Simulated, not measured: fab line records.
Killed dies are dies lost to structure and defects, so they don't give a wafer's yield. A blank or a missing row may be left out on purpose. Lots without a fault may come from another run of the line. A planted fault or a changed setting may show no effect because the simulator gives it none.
8D (eight disciplines) problem report, filled in by code | flow sky130 | the parts of the form that need people (team, actions taken, sign-off) are left out

1. PROBLEM STATEMENT
Wafers without a fault read 0.2, standard deviation 0.51; killed at other at SKY_PAD_OPEN_PROBE_99 reads a mean of 409.8 on 6 wafers belonging to 2 lots. That is +99 or more standard deviations from the usual mean.
First seen on wafer L570.1, day 49 14:58, on prober-01. The record has a number at this step for 33 wafers belonging to 11 lots. By rule, "out" or "out of limits" means more than 4 standard deviations away from the usual mean. Any other wafer with a number is counted as sound.

2. WHAT IT IS, WHAT IT ISN'T
question                    | is                                                                                                                  | is not
which readings at this step | killed at other, defect limited yield, killed dies, killed on rim, sort_bin_5_function, sort n pass, sort yield pct | killed_at_M0_to_M3, killed_at_M4_up, killed at contacts, killed at front end, killed open, killed short, sort_bin_3_pad_short, sort_bin_6_memory
which lots                  | L570, L571                                                                                                          | L554, L557, L560, L561, L567, L573, L574, L575, L576
which wafers of those lots  | all that have a number                                                                                              | -
read on which tools         | prober-01, prober-02                                                                                                | -
when                        | from day 49 14:58                                                                                                   | up to then (15 sound wafers); but 12 sound wafers of L573, L574, L575, L576 came after

3. THE SUSPECTS, EACH WITH WHAT RULES IT OUT
Counting: a tool at a process step up to the reading stays a suspect if it ran every lot that is out and no sound lot after the first of them.
- cmp-01 at SKY_VIA4_CMP_21 (polishes, stops on SiO2, t overpolish 25 s, target thk 0 nm): ruled out as a lasting fault. The sound lots L573, L574, L575, L576 went through it after L570, its earliest lot that is out (day 47 03:49).
- rie diel-03 at SKY_PAD_OPEN_ETCH_07 (etches the open film in CF4/O2, stops on AlCu, target depth 725 nm, time 161.1 s): ruled out as a lasting fault. The sound lots L574, L575 went through it after L570, its earliest lot that is out (day 49 12:39).
Left after counting: nothing in the record.

4. THE CAUSE (what the simulator had put in)
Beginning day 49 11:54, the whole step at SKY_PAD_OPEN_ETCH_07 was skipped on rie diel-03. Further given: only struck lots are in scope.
It was ruled out by counting, in error; the rule expects a fault to strike all lots run on its tool from its start on, and this fault did not.

5. SEQUENCE OF EFFECTS, ordered by route
Each row: a reading whose mean over the struck wafers that have a number lies more than 3 standard deviations from the usual. Readings are gone through only where the record gives a usual standard deviation; hours: the median, over the lots, of the time from a lot's start at the first step in this table giving one to that lot's start at this step; sigmas: the change measured in usual standard deviations.
hours | step                  | reading              | usual  | on struck wafers | change | sigmas
0     | SKY_PAD_OPEN_PROBE_99 | defect limited yield | 82.6 % | 0.0              | -82.6  | -43
0     | SKY_PAD_OPEN_PROBE_99 | killed at other      | 0.2    | 409.8            | +409.6 | +99 or more
0     | SKY_PAD_OPEN_PROBE_99 | killed dies          | 85     | 492              | +407   | +43
0     | SKY_PAD_OPEN_PROBE_99 | killed on rim        | 16     | 96               | +80    | +22
0     | SKY_PAD_OPEN_PROBE_99 | sort_bin_5_function  | 10.2 % | 93.0             | +82.8  | +52
0     | SKY_PAD_OPEN_PROBE_99 | sort n pass          | 407    | 0                | -407   | -43
0     | SKY_PAD_OPEN_PROBE_99 | sort yield pct       | 82.6 % | 0.0              | -82.6  | -43
Its process steps:
- SKY_PAD_OPEN_PROBE_99
Readings that are blank on the struck wafers while sound wafers have them: O2_flow_sccm at SKY_PAD_OPEN_ETCH_07; bias w at SKY_PAD_OPEN_ETCH_07; drypump motor current A at SKY_PAD_OPEN_ETCH_07; oes product au at SKY_PAD_OPEN_ETCH_07; rf fwd power W at SKY_PAD_OPEN_ETCH_07; throttle valve pct at SKY_PAD_OPEN_ETCH_07.

6. HOW IT WOULD HAVE BEEN CAUGHT EARLIER
In this record the first reading out of limits was taken at day 49 14:58, 3 hours after the fault began at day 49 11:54.
At SKY_PAD_OPEN_ETCH_07 the tool's readings are blank on the struck wafers, where sound wafers have them: an empty tool record is the first sign, and it was there at once.
